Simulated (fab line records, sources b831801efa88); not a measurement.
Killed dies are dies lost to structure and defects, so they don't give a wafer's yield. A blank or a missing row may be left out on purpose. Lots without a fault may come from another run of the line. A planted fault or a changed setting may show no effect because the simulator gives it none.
fab line records | flow sky130
record lots=10 wafers=30 last_day=50
route steps=708 shown POLY_GATE@217 LDD_N@244 POLY_CUT@317 CONTACT@411
lots that met no fault: from a run of the same line without faults
start_h: hours from the record's first day to the start of the lot's first wafer shown | wait_h: hours since the lot's step before | " the same as in the row above | L1.1+2: a row that stands for several wafers | - no value, or no start given | * or withheld: withheld | < > ~ a bound
route shown NAME@n: a module of which the file shows steps, and the number in the route of the first | usual: mean/standard deviation of fault-free wafers | same: alike in all rows | chamber/n: place in a boat | sites: the reading at each site | _std_site: their standard deviation | _edge_site: outer sites' mean less inner sites' | radius_mm: how far each site lies from the wafer's centre | mask NAME#n: copy n | behind: the tool/chamber that last shaped the wafer | hold: why the lot was held/for how many hours/how that ended | device: the transistor (n, p or np) that didn't switch | end of line: the same wafers' tests at the end of the route | a step without rows: its recipe alone | killed: dies lost to structure and defects at the first sort, not the wafer's yield | map: a wafer's dies, x killed, . not, _ none there
set.NAME: the setting as run; set.NAME@STEP: as run at that earlier step | model.NAME: the simulator's own value behind a step, which no gauge read
steps of the route over a sample of lots; a table a step, a row a wafer
services: from which hour (start_h, from the record's first day; less than 0 if before it) a tool's chamber was out of use, for how many hours, and why
## steps
# step SKY_POLY_GATE_CVD_03
# recipe material=Si3N4 precursor=DCS/NH3 target_thk_nm=75 temp_c=770 time_s=1290 pressure_mtorr=250
# usual zone_power_centre_pct=14.2/0.5
# columns lot.wafer tool chamber start_h wait_h zone_power_centre_pct
L795.3 lpcvd-02 1 341.82 0.4 14.5
L795.4 " 1 " " 14.7
L795.5 " 1 " " 15.0
L796.3 lpcvd-02 1 348.46 0.0 14.7
L796.5 " 1 " " 14.6
L796.6 " 1 " " 15.0
L799.1 lpcvd-02 1 374.67 0.0 15.0
L799.3 " 1 " " 14.8
L799.6 " 1 " " 14.7
L800.3 lpcvd-02 0 381.53 0.2 13.8
L800.4 " 0 " " 13.9
L800.5 " 0 " " 13.6
L804.1 lpcvd-02 0 421.43 0.2 13.7
L804.4 " 0 " " 14.0
L804.6 " 0 " " 13.8
L810.2 lpcvd-02 0 468.58 0.0 14.0
L810.4 " 0 " " 13.6
L810.5 " 0 " " 13.8
L813.1 lpcvd-02 1 499.94 0.0 14.7
L813.3 " 1 " " 14.5
L813.5 " 1 " " 14.8
L814.1 lpcvd-02 1 505.81 0.0 14.8
L814.4 " 1 " " 14.6
L814.6 " 1 " " 14.9
L815.2 lpcvd-02 1 515.58 0.0 14.9
L815.3 " 1 " " 14.5
L815.5 " 1 " " 15.1
L816.2 lpcvd-02 0 518.83 0.7 13.7
L816.5 " 0 " " 13.8
L816.6 " 0 " " 14.0
# step SKY_POLY_GATE_THK_MEAS_04
# recipe reads=Si3N4_of_POLY_GATE_CVD_03
# usual POLY_GATE_CVD_03_THK=74.7/0.55
# columns lot.wafer tool chamber start_h wait_h POLY_GATE_CVD_03_THK[nm]
L795.3 film_metro-01 - 343.20 0.0 74.1
L795.4 " - " " 74.3
L795.5 " - " " 74.2
L796.3 film_metro-04 - 349.84 0.0 75.4
L796.5 " - " " 74.8
L796.6 " - " " 74.8
L799.1 film_metro-04 - 376.03 0.0 75.8
L799.3 " - " " 74.5
L799.6 " - " " 74.9
L800.3 film_metro-04 - 383.59 0.0 74.3
L800.4 " - " " 74.2
L800.5 " - " " 74.3
L804.1 film_metro-01 - 422.79 0.0 74.4
L804.4 " - " " 74.6
L804.6 " - " " 74.1
L810.2 film_metro-04 - 469.95 0.0 75.1
L810.4 " - " " 74.4
L810.5 " - " " 74.3
L813.1 film_metro-03 - 501.30 0.0 53.9
L813.3 " - " " 53.9
L813.5 " - " " 54.0
L814.1 film_metro-01 - 507.17 0.0 54.1
L814.4 " - " " 54.0
L814.6 " - " " 54.8
L815.2 film_metro-01 - 517.63 0.0 53.9
L815.3 " - " " 53.3
L815.5 " - " " 54.1
L816.2 film_metro-04 - 520.19 0.0 54.7
L816.5 " - " " 54.4
L816.6 " - " " 54.2
# step SKY_POLY_GATE_ETCH_16
# recipe stop_on=poly-Si chemistry=CH3F/O2 target=Si3N4 source_w=400 bias_w=80 pressure_mtorr=25 ch3f_flow_sccm=40 O2_flow_sccm=30 time_s=147.5 target_depth_a=750
# usual O2_flow_sccm=30.00/0.086 drypump_motor_current_A=5.8/0.38 oes_product_au=0.640/0.0049 throttle_valve_pct=10.536/0.0088
# columns lot.wafer tool chamber start_h wait_h O2_flow_sccm drypump_motor_current_A oes_product_au rf_hours_counter_h throttle_valve_pct
L795.3 rie_diel-03 2 371.12 0.0 30.19 5.3 0.640 6 10.530
L795.4 " 3 " " 30.01 5.7 0.644 113 10.541
L795.5 " 0 " " 29.97 6.1 0.641 - 10.531
L796.3 rie_diel-03 2 377.22 0.0 30.00 5.4 0.648 6 10.532
L796.5 " 0 " " 29.89 6.1 0.634 - 10.527
L796.6 " 3 " " 29.91 5.7 0.644 - 10.529
L799.1 rie_diel-02 2 404.82 0.0 29.91 5.4 0.645 4 10.547
L799.3 " 3 " " 29.97 5.4 0.646 100 10.542
L799.6 " 0 " " 30.11 5.7 0.638 - 10.559
L800.3 rie_diel-01 1 413.47 0.0 30.17 6.2 0.636 13 10.536
L800.4 " 3 " " 29.99 6.1 0.636 3 10.539
L800.5 " 1 " " 30.04 6.2 0.636 - 10.523
L804.1 rie_diel-02 2 453.51 0.0 30.11 5.4 0.634 5 10.537
L804.4 " 1 " " 30.00 6.0 0.642 - 10.528
L804.6 " 2 " " 30.11 5.4 0.642 - 10.536
L810.2 rie_diel-01 2 500.12 0.0 30.09 4.8 0.647 9 10.529
L810.4 " 1 " " 30.14 6.2 0.632 15 10.522
L810.5 " 0 " " 30.10 6.2 0.642 - 10.528
L813.1 rie_diel-01 2 531.66 0.0 29.92 4.8 0.571 10 10.514
L813.3 " 0 " " 29.96 6.2 0.567 15 10.522
L813.5 " 0 " " 30.06 6.2 0.563 - 10.549
L814.1 rie_diel-01 3 537.81 0.0 30.07 6.2 0.569 5 10.527
L814.4 " 1 " " 30.00 6.2 0.573 15 10.523
L814.6 " 0 " " 29.96 6.2 0.574 - 10.518
L815.2 rie_diel-01 0 548.52 0.0 29.93 6.2 0.559 16 10.534
L815.3 " 1 " " 30.04 6.2 0.562 15 10.528
L815.5 " 3 " " 29.96 6.1 0.570 - 10.513
L816.2 rie_diel-03 3 550.72 0.0 29.96 5.7 0.571 2 10.526
L816.5 " 1 " " 30.17 5.9 0.576 - 10.528
L816.6 " 2 " " 29.96 5.4 0.570 - 10.525
# step SKY_LDD_N_OVL_MEAS_07
# usual LDD_N_OVL=-1.1/1.3
# columns lot.wafer tool chamber start_h wait_h LDD_N_OVL[nm]
L795.3 overlay-02 - 402.64 0.1 0.2
L795.4 " - " " -0.1
L795.5 " - " " 0.4
L796.3 overlay-02 - 407.66 0.1 -2.1
L796.5 " - " " -3.1
L796.6 " - " " -1.8
L799.1 overlay-02 - 436.88 0.1 0.4
L799.3 " - " " 1.6
L799.6 " - " " -0.9
L800.3 overlay-02 - 446.74 0.1 -0.7
L800.4 " - " " -0.3
L800.5 " - " " -1.5
L804.1 overlay-02 - 485.75 0.1 -0.1
L804.4 " - " " -0.8
L804.6 " - " " -0.4
L810.2 overlay-02 - 531.46 0.1 -2.8
L810.4 " - " " -0.1
L810.5 " - " " -1.7
L813.1 overlay-01 - 562.80 0.1 -1.5
L813.3 " - " " -2.6
L813.5 " - " " -1.1
L814.1 overlay-02 - 568.96 0.1 0.3
L814.4 " - " " -0.6
L814.6 " - " " -2.4
L815.2 overlay-02 - 579.69 0.1 -2.7
L815.3 " - " " -1.9
L815.5 " - " " 0.6
L816.2 overlay-01 - 581.19 0.1 -1.0
L816.5 " - " " -3.2
L816.6 " - " " 0.3
# step SKY_POLY_CUT_ETCH_10
# recipe chemistry=N2/H2 target=BARC ion_energy_ev=200 source_w=500 bias_w=100 pressure_mtorr=30 n2_flow_sccm=100 h2_flow_sccm=200 stop_on=SiO2 time_s=45.9 target_depth_a=600
# usual drypump_motor_current_A=5.8/0.48 h2_flow_sccm=200.0/0.56 oes_product_au=0.855/0.0044 throttle_valve_pct=13.223/0.0086
# columns lot.wafer tool chamber start_h wait_h drypump_motor_current_A h2_flow_sccm oes_product_au rf_hours_counter_h throttle_valve_pct
L795.3 rie_diel-03 3 558.64 0.0 5.7 200.2 0.853 2 13.225
L795.4 " 0 " " 6.1 200.2 0.854 5 13.224
L795.5 " 0 " " 6.1 199.9 0.854 - 13.217
L796.3 rie_diel-01 1 562.36 0.0 6.2 200.1 0.852 16 13.225
L796.5 " 1 " " 6.2 200.0 0.851 - 13.218
L796.6 " 0 " " 6.1 200.1 0.861 - 13.231
L799.1 rie_diel-01 1 591.36 0.0 6.2 200.2 0.845 16 13.217
L799.3 " 2 " " 4.8 199.4 0.854 11 13.214
L799.6 " 1 " " 6.2 199.7 0.868 - 13.232
L800.3 rie_diel-03 2 601.44 0.0 5.4 200.3 0.858 11 13.227
L800.4 " 1 " " 5.9 198.9 0.856 6 13.224
L800.5 " 0 " " 6.1 200.1 0.851 - 13.212
L804.1 rie_diel-04 1 636.78 0.0 5.9 200.2 0.856 52 13.220
L804.4 " 2 " " 6.0 200.0 0.858 21 13.215
L804.6 " 0 " " 5.0 200.4 0.859 - 13.231
L810.2 rie_diel-04 0 679.96 0.0 5.1 200.6 0.856 1 13.229
L810.4 " 1 " " 5.9 199.6 0.857 53 13.246
L810.5 " 3 " " 6.4 200.3 0.857 - 13.227
L813.1 rie_diel-04 2 710.14 0.0 6.0 199.3 0.849 23 13.205
L813.3 " 0 " " 5.0 200.2 0.858 1 13.221
L813.5 " 3 " " 6.4 200.1 0.848 - 13.227
L814.1 rie_diel-03 1 717.63 0.0 5.9 200.9 0.862 9 13.225
L814.4 " 1 " " 5.8 200.9 0.851 - 13.224
L814.6 " 2 " " 5.4 200.6 0.858 - 13.215
L815.2 rie_diel-04 2 726.36 0.0 5.9 199.7 0.858 23 13.225
L815.3 " 3 " " 6.4 200.8 0.857 4 13.224
L815.5 " 3 " " 6.4 200.4 0.861 - 13.211
L816.2 rie_diel-04 0 728.39 0.0 5.0 198.2 0.857 2 13.227
L816.5 " 2 " " 5.9 199.7 0.857 - 13.244
L816.6 " 3 " " 6.4 199.6 0.852 - 13.231
# step SKY_POLY_CUT_ETCH_11
# recipe target=Si3N4 chemistry=CF4/CH2F2/Ar stop_on=poly-Si source_w=610.7 bias_w=150 pressure_mtorr=40 cf4_flow_sccm=40 ch2f2_flow_sccm=20 Ar_flow_sccm=150 time_s=42.5 target_depth_a=600
# usual drypump_motor_current_A=5.8/0.48 oes_product_au=0.827/0.0052 throttle_valve_pct=14.994/0.01
# columns lot.wafer tool chamber start_h wait_h drypump_motor_current_A oes_product_au rf_hours_counter_h throttle_valve_pct
L795.3 rie_diel-03 3 558.68 0.0 5.7 0.821 2 14.986
L795.4 " 0 " " 6.1 0.829 5 15.012
L795.5 " 0 " " 6.1 0.823 - 14.983
L796.3 rie_diel-01 1 562.40 0.0 6.2 0.830 16 14.980
L796.5 " 1 " " 6.2 0.832 - 14.992
L796.6 " 0 " " 6.2 0.823 - 14.999
L799.1 rie_diel-01 1 591.40 0.0 6.2 0.831 16 14.998
L799.3 " 2 " " 4.8 0.834 11 14.970
L799.6 " 1 " " 6.2 0.833 - 14.980
L800.3 rie_diel-03 2 601.48 0.0 5.4 0.822 11 14.992
L800.4 " 1 " " 5.9 0.821 6 14.991
L800.5 " 0 " " 6.1 0.828 - 14.983
L804.1 rie_diel-04 1 636.82 0.0 5.9 0.825 52 14.996
L804.4 " 2 " " 5.9 0.821 21 14.979
L804.6 " 0 " " 5.1 0.831 - 14.991
L810.2 rie_diel-04 0 680.00 0.0 5.1 0.835 1 14.986
L810.4 " 1 " " 5.9 0.827 53 14.988
L810.5 " 3 " " 6.4 0.825 - 14.997
L813.1 rie_diel-04 2 710.18 0.0 5.9 0.704 23 15.012
L813.3 " 0 " " 5.0 0.700 1 14.973
L813.5 " 3 " " 6.4 0.705 - 14.985
L814.1 rie_diel-03 1 717.67 0.0 5.8 0.700 9 14.985
L814.4 " 1 " " 5.9 0.701 - 14.976
L814.6 " 2 " " 5.4 0.714 - 14.992
L815.2 rie_diel-04 2 726.40 0.0 5.9 0.704 23 14.994
L815.3 " 3 " " 6.4 0.702 4 14.974
L815.5 " 3 " " 6.4 0.700 - 14.995
L816.2 rie_diel-04 0 728.43 0.0 5.1 0.693 2 14.979
L816.5 " 2 " " 5.9 0.704 - 14.991
L816.6 " 3 " " 6.4 0.697 - 14.992
# step SKY_CONTACT_BOW_MEAS_05
# recipe mode=bow
# usual CONTACT_BOW=81/6.9
# columns lot.wafer tool chamber start_h wait_h CONTACT_BOW[um]
L795.3 film_metro-02 - 706.78 0.3 79
L795.4 " - " " 78
L795.5 " - " " 68
L796.3 film_metro-03 - 710.10 0.1 89
L796.5 " - " " 93
L796.6 " - " " 88
L799.1 film_metro-01 - 739.10 0.1 76
L799.3 " - " " 81
L799.6 " - " " 84
L800.3 film_metro-03 - 750.13 0.2 73
L800.4 " - " " 64
L800.5 " - " " 70
L804.1 film_metro-02 - 780.06 0.2 74
L804.4 " - " " 74
L804.6 " - " " 83
L810.2 film_metro-02 - 821.17 0.2 81
L810.4 " - " " 81
L810.5 " - " " 83
L813.1 film_metro-03 - 849.88 0.2 81
L813.3 " - " " 87
L813.5 " - " " 82
L814.1 film_metro-02 - 855.66 0.2 76
L814.4 " - " " 70
L814.6 " - " " 84
L815.2 film_metro-03 - 862.86 0.3 87
L815.3 " - " " 75
L815.5 " - " " 72
L816.2 film_metro-01 - 865.23 0.2 76
L816.5 " - " " 84
L816.6 " - " " 89
## services
# columns tool chamber start_h hours kind
rie_diel-04 2 329.10 2.6 repair
rie_diel-04 2 333.86 5.3 repair
rie_diel-01 1 345.68 8.8 repair
rie_diel-01 0 347.75 2.7 repair
rie_diel-04 0 389.34 9.8 repair
rie_diel-04 - 393.32 0.7 repair
rie_diel-03 1 423.83 10.1 repair
rie_diel-04 - 452.00 9.3 repair
rie_diel-01 1 472.46 1.6 repair
rie_diel-03 3 477.82 4.5 repair
rie_diel-03 1 510.63 3.9 repair
rie_diel-04 3 522.36 9.8 repair
rie_diel-01 3 530.74 2.7 repair
rie_diel-04 1 533.57 27.0 repair
rie_diel-03 0 542.57 6.9 repair
rie_diel-01 2 569.70 3.9 repair
rie_diel-03 - 580.21 2.8 pm
rie_diel-01 - 595.92 1.0 repair
rie_diel-01 2 620.75 20.1 repair
rie_diel-01 0 622.54 14.4 repair
rie_diel-03 2 670.27 11.5 repair
rie_diel-01 3 687.03 7.5 repair
rie_diel-03 3 713.05 9.3 repair
rie_diel-04 1 725.85 12.6 repair
## key
first_sign step=SKY_POLY_GATE_THK_MEAS_04 reading=POLY_GATE_CVD_03_THK direction=down sigmas=38 usual=74.7 struck=54.1
effect step=SKY_POLY_GATE_ETCH_16 reading=oes_product_au direction=down sigmas=14 usual=0.640 struck=0.569
effect step=SKY_POLY_CUT_ETCH_11 reading=oes_product_au direction=down sigmas=24 usual=0.827 struck=0.702
met_at SKY_POLY_GATE_CVD_03
struck_lots L813,L814,L815,L816
tester_left_out L813,L814,L815,L816
not_acting_at SKY_LDD_N_OVL_MEAS_07,SKY_POLY_CUT_ETCH_10,SKY_CONTACT_BOW_MEAS_05
onset_between 468.58 499.94
also_fits time
fault kind=process_parameter_drift tool=lpcvd-02 chamber=- onset_h=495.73 steps=SKY_POLY_GATE_CVD_03 channel=target_thk_nm offset=-20.599 shape=step end_h=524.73 acts_in=these_recipes_only stated=75
# tester_left_out: of these lots the tester's yield and bins aren't shown, on N5 and GAA mostly nor the transistor test; their killed dies are dies lost to structure and defects alone, not to doping, threshold or leakage, so they don't give the yield
